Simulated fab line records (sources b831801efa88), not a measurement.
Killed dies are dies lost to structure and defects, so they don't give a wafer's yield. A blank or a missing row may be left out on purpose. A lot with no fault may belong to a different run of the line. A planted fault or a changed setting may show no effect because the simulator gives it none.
A struck lot beside a sound one	flow sky130	21 out of 708 route steps
Sound: these wafers, L852.3, L852.5, L852.6. Wafers struck: L856.1, L856.3, L856.5. The cause comes at the end.
Each step with rows lists, per side, the tool, then ch with its chambers, then its first start. Under that, the readings that differ: sound wafers	struck wafers	difference of the means	sigmas: that difference in standard deviations of wafers without a fault.
alike: words and numbers the same on both sides, and readings whose means are apart by under 2 such deviations; not compared: readings that were withheld, readings missing a value for some wafer, numbers with overlapping values and no deviation given by the record, and bounds like >300 which may hide the same value.
A row with sigmas, a row that says differs or no value, or rows on one side alone: a step with any of these is where the two part. Non-overlapping numbers with no deviation appear without sigmas and do not part them. A reading missing from all wafers of one side parts the sides only when that side holds two or more wafers.

first, 1 step without rows for these wafers: SKY_RES_XHIGH_IMPLANT_07.
SKY_RES_XHIGH_STRIP_08: strips in O2/N2.
  sound on plasma_asher-03 ch 0,1, day 28 11:56; struck on plasma_asher-01 ch 0,1, day 31 11:05
reading	sound	struck	difference	sigmas
strip_time_to_endpoint_s (s)	14.23 14.24 14.25	14.32 14.29 14.35	+0.08	+2
  alike: chamber_pressure_mTorr, drypump_motor_current_A, oes_product_au
  not compared: rf_hours_counter_h
SKY_RES_XHIGH_TW_MEAS_09:
  sound: film_metro-03 at day 28 12:01; struck: film_metro-04 at day 31 11:11
  alike: RES_XHIGH_TW
then, 7 steps without rows for these wafers: SKY_SD_N_DEHYDRATE_00 (time 60 s); SKY_SD_N_HMDS_01 (prime time 60 s); SKY_SD_N_COAT_02 (resist thk 1140 nm); SKY_SD_N_SOFTBAKE_03 (time 60 s); SKY_SD_N_EXPOSE_04 (exposes mask NSDM, target cd 380 nm); SKY_SD_N_PEB_05; SKY_SD_N_DEVELOP_06 (develop time 60 s).
SKY_SD_N_CD_MEAS_07: target cd 380 nm.
  sound: cd_sem-02 at day 29 16:41; struck: cd_sem-02 at day 32 13:32
  alike: cd_nm
SKY_SD_N_OVL_MEAS_08:
  sound: overlay-02 at day 29 16:47; struck: overlay-01 at day 32 13:39
  alike: SD_N_OVL
SKY_SD_N_IMPLANT_09:
  sound on implanter-04 ch 0, day 29 16:52; struck on implanter-03 ch 0, day 32 13:41
reading	sound	struck	difference	sigmas
beam_on_s (s)	16.4 17.3 16.6	9.9 10.2 9.7	-6.8	-10
dose_ions_cm2	4e+15 4.007e+15 4.002e+15	5.52e+14 5.44e+14 5.51e+14	-3.45e+15	-99 or more
end_station_pressure_torr (Torr)	1.42e-05 1.33e-05 1.4e-05	7.6e-06 7.7e-06 7.1e-06	-6.4e-06	-7
faraday_current_uA	13333 12623 13081	3104 3010 3148	-9925	-17
after that, 1 step had no rows for these wafers: SKY_SD_N_IMPLANT_10.
SKY_SD_N_STRIP_11: strips in O2/N2.
  sound on plasma_asher-04 ch 0,1, day 29 17:08; struck on plasma_asher-02 ch 0, day 32 13:59
reading	sound	struck	difference	sigmas
oes_product_au (a.u.)	0.523 0.529 0.532	0.637 0.648 0.647	+0.116	+26
strip_time_to_endpoint_s (s)	22.43 22.44 22.42	16.18 16.17 16.15	-6.26	-99 or more
  alike: chamber_pressure_mTorr, drypump_motor_current_A
  not compared: rf_hours_counter_h
SKY_SD_N_TW_MEAS_12:
  sound: film_metro-02 at day 29 17:14; struck: film_metro-02 at day 32 14:05
reading	sound	struck	difference	sigmas
SD_N_TW	3992 3985 3991	3439 3443 3458	-543	-17
then, 1 step without rows for these wafers: SKY_SD_N_CLEAN_13 (cleans in SC1/SC2, time 150 s).
SKY_SD_N_RTA_14: time 2 s.
  sound on rtp_anneal-02 ch 0, day 29 17:23; struck on rtp_anneal-01 ch 0, day 32 14:12
  alike: chamber_o2_ppm, lamp_power_pct, wafer_temp_C_max
SKY_SD_N_RS_MEAS_16: the measuring method here is four-point-probe.
  sound: film_metro-02 at day 29 17:35; struck: film_metro-04 at day 32 14:23
reading	sound	struck	difference	sigmas
SD_N_RS (ohm/sq)	68.52 68.63 68.53	155.63 154.41 154.99	+86.45	+99 or more
SKY_SD_N_RS_MEAS_17: the measuring method here is four-point-probe.
  sound: film_metro-02 at day 29 17:42; struck: film_metro-04 at day 32 14:30
  alike: SD_P_RS
-- the record jumps here: 17 days lie between the struck wafers' starts before and after (it left off in module SD_N and takes up again in module PAD_OPEN, whose first step shown is number 708 of the route) --
SKY_PAD_OPEN_PROBE_99:
  sound: prober-02 at day 47 03:01; struck: prober-01 at day 49 06:46
reading	sound	struck	difference	sigmas
model.etest.nfet_g5v0d10v5.r_on_ohm_um	1883 1891 1866	2482 2459 2445	+582	
model.etest.nfet_16v.r_on_ohm_um	1.38e+04 1.378e+04 1.382e+04	1.484e+04 1.483e+04 1.47e+04	+9.900e+02	
model.etest.res_ndiff.line_ohm_um	769.7 753.4 761.1	1305 1292 1314	+542	
model.etest.sonos_uncharged.r_on_ohm_um	836.6 827.2 820	1280 1269 1245	+437	
model.etest.licon_ndiff.rc_ohm	193.1 178.2 194.7	470 448.1 472.1	+275	
model.etest.nfet_01v8.r_on_ohm_um	869.4 854.2 825.5	1090 1080 1062	+228	
model.etest.res_ndiff_hv.rs_ohm_sq	114.5 114.9 115	203.9 202 202.7	+88.1	
model.etest.res_ndiff.rs_ohm_sq	120.5 120.9 120.9	199.7 197.2 199	+77.9	
  alike: killed_at_M0_to_M3, killed_at_M4_up, killed_at_contacts, killed_at_front_end, killed_at_other, killed_dies, killed_open, killed_short

== WHERE THEY PART ==
First at SKY_RES_XHIGH_STRIP_08; last, within this record, at SKY_SD_N_RS_MEAS_16. Later steps at which nothing parts them and some readings are alike: SKY_SD_N_RS_MEAS_17, SKY_PAD_OPEN_PROBE_99.

WHY: whatever the simulator had introduced
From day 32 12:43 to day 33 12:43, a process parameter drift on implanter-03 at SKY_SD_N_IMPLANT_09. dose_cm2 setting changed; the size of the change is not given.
